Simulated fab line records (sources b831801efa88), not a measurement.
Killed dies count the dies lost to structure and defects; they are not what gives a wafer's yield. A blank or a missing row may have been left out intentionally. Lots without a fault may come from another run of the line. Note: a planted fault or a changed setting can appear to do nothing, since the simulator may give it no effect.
2 desks, one fault -- flow gf180mcu -- every desk sees just its own numbers, and what lay behind them comes last

== FOR THE TOOL OWNER'S DESK: ilineStepper-02 ==
The tool's own readings at GF_PASSIVATION_EXPOSE_08 (exposes mask Pad, target cd 40000 nm): means of the sampled wafers that have a number, for each lot that ran on this tool. Any lot whose mean is over 4 standard deviations away from the usual mean is out of limits and marked OUT; that distance is given in the brackets.
Columns: A = exposureDoseMJCm2 at GF_PASSIVATION_EXPOSE_08, usual 310.03
lot,first seen here,A
L798,day 29 04:14,310.12
L800,day 29 21:23,309.85
L803,day 30 15:50,310.47
L807,day 31 20:25,315.21 (+18) OUT
L811,day 33 00:50,315.31 (+18) OUT
This desk's verdict: out of limits on L807, L811, starting with L807 at day 31 20:25 (exposureDoseMJCm2 at GF_PASSIVATION_EXPOSE_08). Within limits: L798, L800, L803.

== FROM THE METROLOGY DESK ==
Means of the sampled wafers that have a number, per lot and without regard to the tool the lot ran on: this is what the gauges read. Any lot whose mean is over 4 standard deviations away from the usual mean is out of limits and marked OUT; that distance is given in the brackets.
Columns: A = V4_CVD_02_THK at GF_V4_THK_MEAS_03, usual 852 nm
lot,first seen here,A
L796,day 23 09:03,861
L797,day 23 19:22,856
L798,day 24 01:37,853
L799,day 24 16:50,851
L800,day 25 00:04,851
L801,day 25 06:18,835
L802,day 25 14:34,853
L803,day 25 21:21,857
L805,day 26 12:23,860
L807,day 27 06:17,847
L811,day 28 16:37,856
L813,day 29 00:43,853
L819,day 30 13:50,849
This desk's verdict: no lot among the 13 shows anything out of limits.

== BROUGHT TOGETHER ==
On L807, L811, at day 31 20:25, an alarm was possible from the tool owner's desk.
At the metrology desk, nothing out of limits was observed.
The metrology desk has L807, L811 on record, within its limits.
Every lot named ran GF_PASSIVATION_EXPOSE_08 on ilineStepper-02.

== WHAT HAD BEEN PUT IN BY THE SIMULATOR ==
Process parameter drift: ilineStepper-02, from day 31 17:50 on, at GF_PASSIVATION_EXPOSE_08. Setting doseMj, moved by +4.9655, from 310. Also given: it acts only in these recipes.
Lots struck among those shown: L807, L811.
Hours from the fault's start to each desk's first reading out of limits: the tool owner's desk, 3.
